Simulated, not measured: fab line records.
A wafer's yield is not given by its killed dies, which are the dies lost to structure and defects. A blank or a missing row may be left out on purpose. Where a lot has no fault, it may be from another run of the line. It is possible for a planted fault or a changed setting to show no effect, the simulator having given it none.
2 desks, one fault    flow gf180mcu    each desk has only its own numbers; what lay behind them comes last

## TOOL OWNER'S DESK, cvd_w-01
The tool's own readings at GF_CONTACT_CVD_24 (deposits W, target thk 300 nm, time 90.339 s): means of the sampled wafers that have a number, for each lot that ran on this tool. The brackets show how far a lot's mean lies from the usual mean; more than 4 standard deviations puts the lot out of limits, marked OUT.
Columns: A = heater_power_w at GF_CONTACT_CVD_24, usual 926 W; B = susceptor_temp_C at GF_CONTACT_CVD_24, usual 399.97 C
lot   first seen here  A    B
L898  day 16 17:59     943  400.21
L904  day 18 14:05     901  389.59 (-38) OUT
L906  day 19 08:28     907  389.95 (-37) OUT
L914  day 22 04:01     956  399.79
L915  day 22 16:29     961  399.92
L916  day 22 23:53     952  400.37
L917  day 23 05:14     951  400.17
L918  day 23 12:19     951  400.08
L919  day 23 21:46     964  399.92
This desk's finding: out of limits on L904, L906; first on L904, day 18 14:05 (susceptor_temp_C at GF_CONTACT_CVD_24). L898, L914, L915, L916, L917, L918, L919: within limits.

## FROM THE METROLOGY DESK
What the gauges read for every lot (on any tool): the sampled wafers with a number, averaged. The brackets show how far a lot's mean lies from the usual mean; more than 4 standard deviations puts the lot out of limits, marked OUT.
Columns: A = CONTACT_CVD_00_THK at GF_CONTACT_THK_MEAS_01, usual 298 nm; B = CONTACT_W_RS at GF_CONTACT_RS_MEAS_25, usual 0.384 ohm/sq; C = CONTACT_W_THK at GF_CONTACT_THK_MEAS_26, usual 302 nm
lot   first seen here  A    B                C
L898  day 15 18:07     295  0.389            297
L899  day 15 21:00     305  0.389            300
L904  day 17 13:31     301  0.485 (+26) OUT  259 (-11) OUT
L905  day 18 03:19     305  0.385            300
L906  day 18 07:13     297  0.487 (+26) OUT  258 (-12) OUT
L909  day 19 13:58     301  0.384            303
L914  day 21 02:46     303  0.382            306
L915  day 21 16:45     296  0.389            299
L916  day 21 23:41     293  0.386            299
L917  day 22 05:02     297  0.382            307
L918  day 22 12:12     299  0.387            297
L919  day 22 21:46     298  0.380            301
Finding of this desk: L904, L906 out of limits, first seen on L904 at day 18 14:12 (CONTACT_W_RS at GF_CONTACT_RS_MEAS_25). L898, L899, L905, L909, L914, L915, L916, L917, L918, L919: within limits.

## ALL TOGETHER
The tool owner's desk had the chance to raise an alarm at day 18 14:05 on L904, L906.
An alarm was possible from the metrology desk at day 18 14:12, on L904, L906.
Every lot named ran GF_CONTACT_CVD_24 on cvd_w-01.

## WHAT THE SIMULATOR HAD INSERTED
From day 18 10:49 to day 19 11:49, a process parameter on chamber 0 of cvd_w-01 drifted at GF_CONTACT_CVD_24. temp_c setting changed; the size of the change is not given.
Lots struck among those shown: L904, L906.
Hours from the fault's start to each desk's first reading out of limits: the tool owner's desk, 3; the metrology desk, 3.
